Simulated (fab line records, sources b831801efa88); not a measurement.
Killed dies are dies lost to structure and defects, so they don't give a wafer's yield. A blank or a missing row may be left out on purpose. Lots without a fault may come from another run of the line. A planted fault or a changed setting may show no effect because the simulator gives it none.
Chamber matching | flow sky130 | SKY_CONTACT_CMP_04 on cmp-01: 4 sister chambers
The step polishes SiO2. 4 wafers are shown with their chamber, then 8 later ones without.

WAFERS WITH THEIR CHAMBER
wafer  | chamber | time_to_endpoint_s (s)
L582.3 | 1       | 89
L585.3 | 3       | 86
L585.6 | 2       | 81
L587.3 | 0       | 79

WAFERS WITHOUT THEIR CHAMBER
wafer  | time_to_endpoint_s (s)
L587.4 | 87
L587.6 | 79
L588.1 | 83
L588.4 | 91
L588.5 | 90
L589.1 | 91
L589.4 | 83
L589.6 | 86

WHICH CHAMBER EACH WENT THROUGH
wafer  | from the rows above          | in truth
L587.4 | can't be placed: 3 or 1      | 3
L587.6 | can't be placed: 0 or 2      | 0
L588.1 | can't be placed: 2 or 3 or 0 | 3
L588.4 | 1                            | 1
L588.5 | 1                            | 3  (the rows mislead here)
L589.1 | 1                            | 1
L589.4 | can't be placed: 2 or 3 or 0 | 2
L589.6 | 3                            | 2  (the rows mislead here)
Placed correctly: 2 of 8. Can't be placed from these rows: 4 (the true chamber is among the candidates in 4). Placed wrongly: 2.
How it was worked out, from the rows above alone: a wafer's distance from a chamber is the root of the sum, over the readings, of the square of ((its reading less the chamber's mean) divided by the reading's scatter). The wafer belongs to the nearest chamber; if the next one is less than 2 further off, it can't be placed. A chamber's mean is the mean of its shown wafers. The scatter: with one shown wafer a chamber, the root of the mean of the squares of how far each hidden wafer lies from its nearest shown one.
